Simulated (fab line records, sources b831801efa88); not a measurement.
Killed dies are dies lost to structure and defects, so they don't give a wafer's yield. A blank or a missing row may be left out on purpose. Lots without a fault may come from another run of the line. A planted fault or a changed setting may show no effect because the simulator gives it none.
Chamber matching | flow sky130 | SKY_FIELD_ISO_WET_ETCH_18 on wet_bench-03: 3 sister chambers
The step etches Si3N4 in H3PO4, target depth 25 nm, time 286 s. 6 wafers are shown with their chamber, then 5 later ones without.

WAFERS WITH THEIR CHAMBER
wafer  | chamber | bath_guard_temp_C (C) | bath_heat_duty_pct (%)
L341.6 | 1       | 160.2                 | 24.5
L355.5 | 0       | 159.5                 | 26.2
L355.6 | 0       | 159.7                 | 26.1
L357.4 | 2       | 160.3                 | 28.7
L357.6 | 2       | 160.1                 | 28.6
L359.1 | 1       | 160.4                 | 24.6

WAFERS WITHOUT THEIR CHAMBER
wafer  | bath_guard_temp_C (C) | bath_heat_duty_pct (%)
L359.2 | 160.6                 | 22.8
L359.6 | 160.5                 | 24.8
L361.2 | 160.2                 | 28.0
L361.4 | 160.3                 | 25.2
L361.5 | 159.8                 | 27.2

WHICH CHAMBER EACH WENT THROUGH
wafer  | from the rows above | in truth
L359.2 | 1                   | 1
L359.6 | 1                   | 1
L361.2 | 2                   | 2
L361.4 | 1                   | 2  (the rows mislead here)
L361.5 | 0                   | 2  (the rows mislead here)
Placed correctly: 3 of 5. Can't be placed from these rows: 0. Placed wrongly: 2.
How it was worked out, from the rows above alone: a wafer's distance from a chamber is the root of the sum, over the readings, of the square of ((its reading less the chamber's mean) divided by the reading's scatter). The wafer belongs to the nearest chamber; if the next one is less than 2 further off, it can't be placed. A chamber's mean is the mean of its shown wafers. The scatter: the root of (the sum of the squares of (reading less its chamber's mean) over the shown wafers, divided by (wafers less chambers)).
